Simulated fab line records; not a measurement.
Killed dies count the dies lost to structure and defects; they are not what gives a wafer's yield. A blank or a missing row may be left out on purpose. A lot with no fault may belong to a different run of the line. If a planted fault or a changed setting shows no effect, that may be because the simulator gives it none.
A sampling plan put to the test	flow gf180mcu	each of the 8 faults these records tell of, on one fab line, judged from the records of the lots it struck
The plan consists of the line's own looks: route steps at which the wafer is read by a gauge or an inspection but not changed. A look can be judged if struck wafers have a number there and the file gives its usual mean and standard deviation on fault-free wafers. Caught: at a look after the fault's first step, the mean of the struck wafers lies 4 or more of those standard deviations (sigma) from the usual mean. On the tool: the test repeated on the tool's own readings taken at the fault's steps. If the struck wafers alone have a blank record, or they carry another recipe, that too counts as caught.

## THE FAULTS, as the simulator had put them in
1. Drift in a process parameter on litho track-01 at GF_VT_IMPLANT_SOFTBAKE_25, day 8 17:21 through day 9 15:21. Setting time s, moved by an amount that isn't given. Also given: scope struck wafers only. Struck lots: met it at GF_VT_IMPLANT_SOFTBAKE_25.
2. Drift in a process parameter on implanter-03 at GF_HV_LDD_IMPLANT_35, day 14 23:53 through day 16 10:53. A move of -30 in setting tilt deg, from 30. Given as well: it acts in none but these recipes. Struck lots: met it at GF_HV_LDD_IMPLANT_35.
3. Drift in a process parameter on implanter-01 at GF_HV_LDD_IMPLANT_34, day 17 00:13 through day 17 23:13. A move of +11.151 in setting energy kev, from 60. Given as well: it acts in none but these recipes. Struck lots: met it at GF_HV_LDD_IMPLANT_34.
4. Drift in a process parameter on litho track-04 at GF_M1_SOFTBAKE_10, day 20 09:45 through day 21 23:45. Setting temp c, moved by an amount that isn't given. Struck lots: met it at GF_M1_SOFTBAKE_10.
5. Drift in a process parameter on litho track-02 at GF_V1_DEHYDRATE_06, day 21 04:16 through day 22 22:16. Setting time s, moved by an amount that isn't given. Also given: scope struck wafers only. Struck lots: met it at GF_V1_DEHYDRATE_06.
6. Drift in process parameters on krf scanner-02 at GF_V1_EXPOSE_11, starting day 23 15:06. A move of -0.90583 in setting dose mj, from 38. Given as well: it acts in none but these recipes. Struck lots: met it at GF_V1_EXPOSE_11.
7. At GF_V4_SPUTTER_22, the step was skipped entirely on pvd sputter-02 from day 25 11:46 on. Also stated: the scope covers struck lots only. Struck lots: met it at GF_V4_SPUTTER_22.
8. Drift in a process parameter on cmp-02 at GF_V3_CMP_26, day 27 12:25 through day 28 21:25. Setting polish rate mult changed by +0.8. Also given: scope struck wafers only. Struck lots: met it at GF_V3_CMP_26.

## WHAT THE PLAN SAW
fault	on the tool itself	first look that catches it	reading, sigma	median hours from its first step to that look	hours from the fault's start to the first struck lot there	judged looks passed uncaught
1	heater power total W +99 or beyond sigma	no look after it can be judged	-	-	-	0
2	tilt deg -99 or beyond sigma	GF_HV_LDD_RS_MEAS_53	HV_LDD_RS -49	23.5	38	1
3	beam energy keV +99 or beyond sigma	GF_HV_LDD_RS_MEAS_53	HV_LDD_RS -17	24.3	34	1
4	heater power total W -48 sigma	GF_M1_CD_MEAS_14	cd nm +6.5	12.2	14	0
5	run length s +36 sigma	not the one look that can be judged after it	-	-	-	1
6	exposure dose mJ cm2 -6.9 sigma	no look after it can be judged	-	-	-	0
7	the tool's record is blank for the struck wafers	no look after it can be judged	-	-	-	0
8	time to endpoint s -7.8 sigma	no look after it can be judged	-	-	-	0
A dash: the fault isn't caught, or these records don't give the number.

Caught at a look: 3 of 8. Caught on the tool: 8 of 8. By one or the other: 8 of 8.
Faults caught by the tool alone: 1, 5, 6, 7, 8.

## THINNER SAMPLING
In the worst case, this is how late the first struck lot would be measured if the look that catches a fault measured only every second or every third lot, by lot number:
fault	struck lots at that look, in order of time	every lot	every second lot	every third lot
2	L396, L398	38 h	may miss all 2	may miss all 2
3	L252, L253	34 h	44 h	may miss all 2
4	L149, L150	14 h	19 h	may miss all 2
The hour figures run from when the fault began to the first measured lot among those it struck. The test against the limit of 4 sigma pooled every struck wafer, which means one lot taken alone may stay below that limit. Other struck lots may not be in these records.

## THE LONGEST TIMED WAY FROM STEP TO LOOK
For fault 3, GF_HV_LDD_IMPLANT_34 and GF_HV_LDD_RS_MEAS_53 are separated by a median of 24.3 hours. The look between them that can be judged stayed within 4 sigma: GF_HV_LDD_CD_MEAS_46.
